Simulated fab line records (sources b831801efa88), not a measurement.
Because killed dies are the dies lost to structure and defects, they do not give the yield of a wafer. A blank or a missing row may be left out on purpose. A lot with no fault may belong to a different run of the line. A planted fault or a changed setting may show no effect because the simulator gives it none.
Which tool was responsible? || flow sky130 || 18 wafers sampled from 6 lots at 1 step of a route of 708

WHAT EACH GAUGE READ, for each wafer
SKY_RES_PROTECT_TW_MEAS_08.
{"lot": "L810", "measured": "day 15 10:37", "on": "film_metro-04", "POLY_GATE_TW": "4035 4035 4050"}
{"lot": "L815", "measured": "day 17 09:41", "on": "film_metro-02", "POLY_GATE_TW": "4133 4147 4127"}
{"lot": "L821", "measured": "day 19 15:41", "on": "film_metro-04", "POLY_GATE_TW": "4051 4062 4049"}
{"lot": "L823", "measured": "day 20 12:17", "on": "film_metro-02", "POLY_GATE_TW": "4121 4144 4106"}
{"lot": "L825", "measured": "day 21 01:17", "on": "film_metro-01", "POLY_GATE_TW": "3995 4019 4023"}
{"lot": "L828", "measured": "day 21 22:41", "on": "film_metro-02", "POLY_GATE_TW": "4162 4143 4141"}

WHAT TOOL EACH LOT RAN ON (gives the tool, then ch and the chambers of the sampled wafers, and finally the start)
The record shows no process step preceding these readings.

THE ANSWER, worked out from the rows above alone
Rule: the usual values come from the lots themselves. Put in order of their means at a reading, lots are off if they are a third of the lots or fewer, leave a main group of 4 or more, and stand apart from it by a gap of 3 or more times the standard deviation of the main group's means; of several such gaps the widest counts. The tables above print the reading to a certain number of digits; a main group whose means all agree to those digits is not used. Also off: a lot with no number at a reading for which 4 or more lots have one. Any other lot the step has rows for is counted as sound.
Nothing can be told from this: no lot is off at any reading shown.

WHAT THE SIMULATOR HAD PUT IN
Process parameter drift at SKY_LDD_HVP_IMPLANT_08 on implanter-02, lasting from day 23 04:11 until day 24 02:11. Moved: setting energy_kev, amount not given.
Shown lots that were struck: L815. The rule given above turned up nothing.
